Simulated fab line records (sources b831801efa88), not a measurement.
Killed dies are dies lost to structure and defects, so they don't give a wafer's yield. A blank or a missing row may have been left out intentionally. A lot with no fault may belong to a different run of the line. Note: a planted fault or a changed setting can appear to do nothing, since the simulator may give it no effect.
2 desks, one fault / flow gf180mcu / numbers are kept per desk, each desk with only its own; the story behind them comes last

METROLOGY DESK
Means of the sampled wafers that have a number, per lot and without regard to the tool the lot ran on: this is what the gauges read. Any lot whose mean is over 4 standard deviations away from the usual mean is out of limits and marked OUT; that distance is given in the brackets.
Columns: A = V1_OVL at GF_V1_OVL_MEAS_15, usual 3 nm
lot=L471; first seen here=day 18 18:35; A=5
lot=L472; first seen here=day 19 02:19; A=0
lot=L477; first seen here=day 21 01:36; A=5
lot=L479; first seen here=day 21 16:50; A=6
lot=L483; first seen here=day 23 03:52; A=-7
lot=L484; first seen here=day 23 09:59; A=4
lot=L486; first seen here=day 24 09:08; A=9
lot=L487; first seen here=day 24 21:07; A=5
lot=L488; first seen here=day 24 21:49; A=3
lot=L489; first seen here=day 25 05:04; A=-2
lot=L490; first seen here=day 25 13:36; A=-2
lot=L492; first seen here=day 25 21:28; A=7
lot=L493; first seen here=day 26 06:06; A=1
This desk's verdict: no lot among the 13 shows anything out of limits.

TOOL OWNER'S DESK, rie diel-01
The tool's own readings at GF_POLY_GATE_ETCH_12 (etches BARC in N2/H2): means of the sampled wafers that have a number, for each lot that ran on this tool. Any lot whose mean is over 4 standard deviations away from the usual mean is out of limits and marked OUT; that distance is given in the brackets.
Columns: A = bias w at GF_POLY_GATE_ETCH_12, usual 100.0 W; B = drypump motor current A at GF_POLY_GATE_ETCH_12, usual 5.9 A; C = oes product au at GF_POLY_GATE_ETCH_12, usual 0.735 a.u.; D = throttle valve pct at GF_POLY_GATE_ETCH_12, usual 13.214 %
lot=L477; first seen here=day 11 10:13; A=91.8 (-26) OUT; B=6.2; C=0.733; D=13.221
lot=L479; first seen here=day 11 22:04; A=91.7 (-27) OUT; B=5.9; C=0.734; D=13.209
lot=L488; first seen here=day 14 17:28; A=100.0; B=6.1; C=0.733; D=13.220
lot=L490; first seen here=day 15 10:32; A=99.9; B=5.9; C=0.735; D=13.206
lot=L493; first seen here=day 16 05:11; A=100.3; B=5.7; C=0.737; D=13.212
Finding of this desk: L477, L479 out of limits; the first was L477 at day 11 10:13, on bias w at GF_POLY_GATE_ETCH_12. Within limits: L488, L490, L493.

BROUGHT TOGETHER
An alarm could have come from the tool owner's desk at day 11 10:13, on L477, L479.
From the metrology desk's view, nothing was out of limits.
The metrology desk holds a record of L477, L479, inside its limits.
Of the lots named, all ran GF_POLY_GATE_ETCH_12 on rie diel-01.

WHAT HAD BEEN PUT IN BY THE SIMULATOR
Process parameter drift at GF_POLY_GATE_ETCH_12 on rie diel-01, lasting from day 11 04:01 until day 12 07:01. Setting bias w shifted by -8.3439 from 100. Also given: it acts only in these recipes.
Lots struck among those shown: L477, L479.
Each desk's first reading out of limits, in hours after the fault started: the tool owner's desk, 6.
